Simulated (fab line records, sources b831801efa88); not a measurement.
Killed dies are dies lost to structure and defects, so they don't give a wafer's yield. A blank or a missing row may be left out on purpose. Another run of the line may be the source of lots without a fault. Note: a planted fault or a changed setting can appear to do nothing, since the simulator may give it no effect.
Code-filled problem report in 8D (eight disciplines) form | flow sky130 | the parts of the form that need people (team, actions taken, sign-off) are left out

== 1. THE PROBLEM ==
Mean of run-length-s at SKY_VIA3_SOFTBAKE_08: 115.77 s across 6 wafers in 2 lots; on wafers with no fault it is 119.22 s (standard deviation 0.12). Relative to the usual mean, that is a shift of -29 standard deviations.
The step: time 90 s.
Earliest sighting: wafer L636.1 on litho-track-01 at day 41 07:00. Wafers with a number at this step in the record: 42, from 14 lots. Rule for "out", or "out of limits": more than 4 standard deviations from the usual mean. The rest of the wafers with a number are treated as sound.

== 2. WHAT IT IS, WHAT IT ISN'T ==
question                    | is                                 | is not
which readings at this step | run-length-s, heater-power-total-W | -
which lots                  | L636, L638                         | L629, L630, L631, L632, L634, L643, L646, L647, L648, L649, L650, L652
which wafers of those lots  | all that have a number             | -
read on which tools         | litho-track-01                     | litho-track-03, litho-track-04
when                        | from day 41 07:00                  | up to then (15 sound wafers); but 21 sound wafers of L643, L646, L647, L648, L649, L650, L652 came after

== 3. SUSPECTS, AND WHAT RULES EACH OUT ==
Counting: any tool at a process step up to the reading is kept as a suspect provided that every lot that is out went through it and no sound lot did after the first of them.
- litho-track-01 at SKY_VIA3_SOFTBAKE_08 (time 90 s): ruled out as a lasting fault. Sound lots L643, L648, L647, L650 ran on it after its first lot that is out, L636 (day 41 07:00).
Left after counting: nothing in the record.

== 4. THE CAUSE (what the simulator had put in) ==
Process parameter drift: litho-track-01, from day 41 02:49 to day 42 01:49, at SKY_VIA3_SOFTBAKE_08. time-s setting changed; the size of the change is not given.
Counting ruled it out, wrongly.

== 5. THE EFFECT CHAIN, in route order ==
One row per reading whose mean, taken over the struck wafers that have a number, lies over 3 standard deviations from the usual. Scope: only readings with a usual standard deviation given in the record; hours: median across lots of the time from each lot's start at the first step in this table that gives one to its start at this step; sigmas: change in usual standard deviations.
hours | step                 | reading              | usual    | on struck wafers | change | sigmas
0     | SKY_VIA3_SOFTBAKE_08 | heater-power-total-W | 57.37 W  | 58.36            | +0.99  | +8.3
0     | SKY_VIA3_SOFTBAKE_08 | run-length-s         | 119.22 s | 115.77           | -3.45  | -29
Process steps it contains:
- SKY_VIA3_SOFTBAKE_08: time 90 s.

== 6. WHAT WOULD HAVE CAUGHT IT SOONER ==
First out-of-limits reading in this record: day 41 07:00, which is 4 hours after fault onset at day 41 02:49.
